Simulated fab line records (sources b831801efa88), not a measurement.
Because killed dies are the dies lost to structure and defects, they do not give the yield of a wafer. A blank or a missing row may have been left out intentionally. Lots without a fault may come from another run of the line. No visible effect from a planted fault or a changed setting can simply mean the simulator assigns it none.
Which tool was responsible? -- flow gf180mcu -- Sampling: 13 lots, 39 wafers, 5 of 602 route steps

== WHAT THE GAUGES READ, wafer by wafer ==
GF_VT_IMPLANT_RS_MEAS_46: measures by four-point-probe. Usual: for MVSD_RS the level is 456.6 ohm/sq and the standard deviation is 1.1.
lot,measured,on,MVSD_RS (ohm/sq),flag
L333,day 8 01:04,film_metro-04,457.6 458.1 457.0,
L334,day 8 02:16,film_metro-03,456.1 456.3 456.0,
L336,day 9 00:31,film_metro-02,457.1 456.6 456.9,
L337,day 9 03:52,film_metro-02,455.6 456.7 455.3,
L338,day 9 09:15,film_metro-02,454.7 455.1 454.8,
L339,day 9 19:16,film_metro-03,457.7 458.5 458.5,
L346,day 11 18:10,film_metro-03,457.2 456.2 456.1,
L348,day 12 01:49,film_metro-03,454.8 455.6 456.5,
L349,day 12 09:07,film_metro-03,457.3 456.8 458.3,
L350,day 12 14:40,film_metro-02,456.3 456.8 456.3,
L353,day 13 11:09,film_metro-03,456.6 455.0 456.5,
L354,day 13 15:37,film_metro-03,457.3 457.5 456.4,
L355,day 13 20:53,film_metro-02,455.6 455.9 456.2,

GF_HV_LDD_OVL_MEAS_47. Usual: for HV_LDD_03_OVL the level is -1.6 nm and the standard deviation is 1.3.
lot,measured,on,HV_LDD_03_OVL (nm),flag
L333,day 12 18:57,overlay-01,-1.6 -1.0 -2.5,
L334,day 13 01:46,overlay-02,-1.6 -2.1 -1.8,
L336,day 14 03:41,overlay-02,-3.2 -1.9 -1.6,
L337,day 14 08:01,overlay-02,-1.6 -2.9 -0.6,
L338,day 14 17:34,overlay-01,-2.0 -5.2 -1.9,
L339,day 15 06:49,overlay-01,-0.1 -1.2 1.3,
L346,day 17 12:52,overlay-01,-1.3 -1.6 -1.5,
L348,day 17 18:52,overlay-01,-3.5 -3.6 -3.6,
L349,day 18 02:16,overlay-01,-0.7 -2.3 -1.2,
L350,day 18 06:56,overlay-02,-2.0 -1.5 -3.2,
L353,day 19 07:35,overlay-01,-1.8 -1.3 -1.6,
L354,day 19 13:44,overlay-01,0.4 0.4 -1.8,
L355,day 19 21:53,overlay-01,-0.3 -1.4 -0.9,

== TOOL THAT RAN EACH LOT (tool first, then ch and the chambers of the sampled wafers, then the start) ==
lot,GF_VT_IMPLANT_RTA_45,GF_HV_LDD_COAT_14,GF_HV_LDD_STRIP_22
L333,"rtp_anneal-01 ch 0, day 8 00:58","litho_track-01 ch 0, day 10 19:40","plasma_asher-02 ch 0,1, day 11 04:42"
L334,"rtp_anneal-02 ch 0, day 8 02:10","litho_track-03 ch 0, day 11 01:10","plasma_asher-02 ch 0,1, day 11 10:43"
L336,"rtp_anneal-02 ch 0, day 9 00:25","litho_track-01 ch 0, day 12 01:22","plasma_asher-04 ch 0,1, day 12 11:01"
L337,"rtp_anneal-01 ch 0, day 9 03:46","litho_track-01 ch 0, day 12 05:08","plasma_asher-01 ch 0,1, day 12 14:46"
L338,"rtp_anneal-01 ch 0, day 9 09:09","litho_track-01 ch 0, day 12 13:26","plasma_asher-01 ch 0,1, day 13 00:07"
L339,"rtp_anneal-01 ch 0, day 9 19:10","litho_track-01 ch 0, day 13 02:38","plasma_asher-01 ch 0,1, day 13 12:31"
L346,"rtp_anneal-02 ch 0, day 11 18:04","litho_track-03 ch 0, day 15 05:13","plasma_asher-04 ch 0, day 15 16:32"
L348,"rtp_anneal-02 ch 0, day 12 01:43","litho_track-03 ch 0, day 15 10:55","plasma_asher-04 ch 0,1, day 15 21:43"
L349,"rtp_anneal-02 ch 0, day 12 08:57","litho_track-03 ch 0, day 15 17:52","plasma_asher-02 ch 0,1, day 16 05:17"
L350,"rtp_anneal-01 ch 0, day 12 14:34","litho_track-02 ch 0, day 15 21:20","plasma_asher-02 ch 0,1, day 16 08:40"
L353,"rtp_anneal-01 ch 0, day 13 11:03","litho_track-02 ch 0, day 16 20:45","plasma_asher-02 ch 0,1, day 17 08:31"
L354,"rtp_anneal-02 ch 0, day 13 15:30","litho_track-02 ch 0, day 17 03:39","plasma_asher-01 ch 0,1, day 17 15:09"
L355,"rtp_anneal-02 ch 0, day 13 20:47","litho_track-02 ch 0, day 17 09:17","plasma_asher-01 ch 0,1, day 17 21:05"
- GF_VT_IMPLANT_RTA_45: time 30 s.
- GF_HV_LDD_COAT_14: resist thk 1000 nm.
- GF_HV_LDD_STRIP_22: strips in O2/N2.

== AS READ BY THE TOOLS THEMSELVES (means over the sampled wafers that have a number; for cases with no such wafer, the mark the record gives instead) ==
GF_VT_IMPLANT_RTA_45. Usual: lamp_power_pct 34.2 %, standard deviation 1.9; wafer_temp_C_max 1054.0, standard deviation 1.
lot,tool,lamp_power_pct (%),wafer_temp_C_max,flag
L333,rtp_anneal-01,32.7,1053.3,
L334,rtp_anneal-02,36.6,1055.7,
L336,rtp_anneal-02,36.6,1054.6,
L337,rtp_anneal-01,32.7,1053.0,
L338,rtp_anneal-01,32.8,1053.1,
L339,rtp_anneal-01,32.7,1053.7,
L346,rtp_anneal-02,36.6,1055.0,
L348,rtp_anneal-02,36.6,1054.4,
L349,rtp_anneal-02,36.6,1054.3,
L350,rtp_anneal-01,32.7,1054.1,
L353,rtp_anneal-01,32.7,1053.9,
L354,rtp_anneal-02,36.6,1054.0,
L355,rtp_anneal-02,36.6,1055.9,

GF_HV_LDD_STRIP_22. Usual: drypump_motor_current_A 5.67 A, standard deviation 0.24; heater_power_w 334 W, standard deviation 23; oes_product_au 0.716 a.u., standard deviation 0.0045; platen_temp_c 249.98 C, standard deviation 0.18; strip_time_to_endpoint_s 12.616 s, standard deviation 0.029.
lot,tool,drypump_motor_current_A (A),heater_power_w (W),oes_product_au (a.u.),platen_temp_c (C),strip_time_to_endpoint_s (s),flag
L333,plasma_asher-02,5.77,356,0.719,250.02,12.641,
L334,plasma_asher-02,5.90,354,0.718,249.98,12.586,
L336,plasma_asher-04,5.59,339,0.716,249.87,12.604,
L337,plasma_asher-01,5.51,312,0.714,250.01,12.649,
L338,plasma_asher-01,5.50,309,0.714,250.05,12.461,OFF
L339,plasma_asher-01,5.54,322,0.712,250.18,12.446,OFF
L346,plasma_asher-04,5.99,314,0.718,250.26,12.659,
L348,plasma_asher-04,5.59,339,0.708,250.01,12.631,
L349,plasma_asher-02,5.90,357,0.722,249.86,12.619,
L350,plasma_asher-02,5.93,354,0.717,250.09,12.624,
L353,plasma_asher-02,5.76,353,0.716,250.06,12.618,
L354,plasma_asher-01,5.53,321,0.713,249.92,12.620,
L355,plasma_asher-01,5.52,326,0.721,249.97,12.626,

== THE ANSWER, worked out from the rows above alone ==
Rule: a lot counts as off when the mean over its wafers that have a number is more than 3 standard deviations away from the usual mean. A lot without any number at a reading at which 4 lots or more have one is off too. All remaining lots with rows at the step are treated as sound. The gauges are gone through in route order, then the tools' own readings, and for those a lot's mean is taken as printed above. The first step at which some lot is off is used, and at that step the reading that is off furthest; a lot without a number counts as furthest.
Off, at GF_HV_LDD_STRIP_22 on strip_time_to_endpoint_s: L338, L339.
If a tool, at that step or one of the process steps before it, ran each lot that is off and ran no sound lot following the first of them, it fits. One fits: litho_track-01 at GF_HV_LDD_COAT_14. Its last sound lot is L337 (day 12 05:08), its first lot that is off L338 (day 12 13:26): a fault that began between those two fits.

== WHAT HAD BEEN PUT IN BY THE SIMULATOR ==
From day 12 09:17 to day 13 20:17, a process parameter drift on litho_track-01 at GF_HV_LDD_COAT_14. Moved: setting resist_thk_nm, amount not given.
Struck lots among those shown: L338, L339. The rule above found the same.
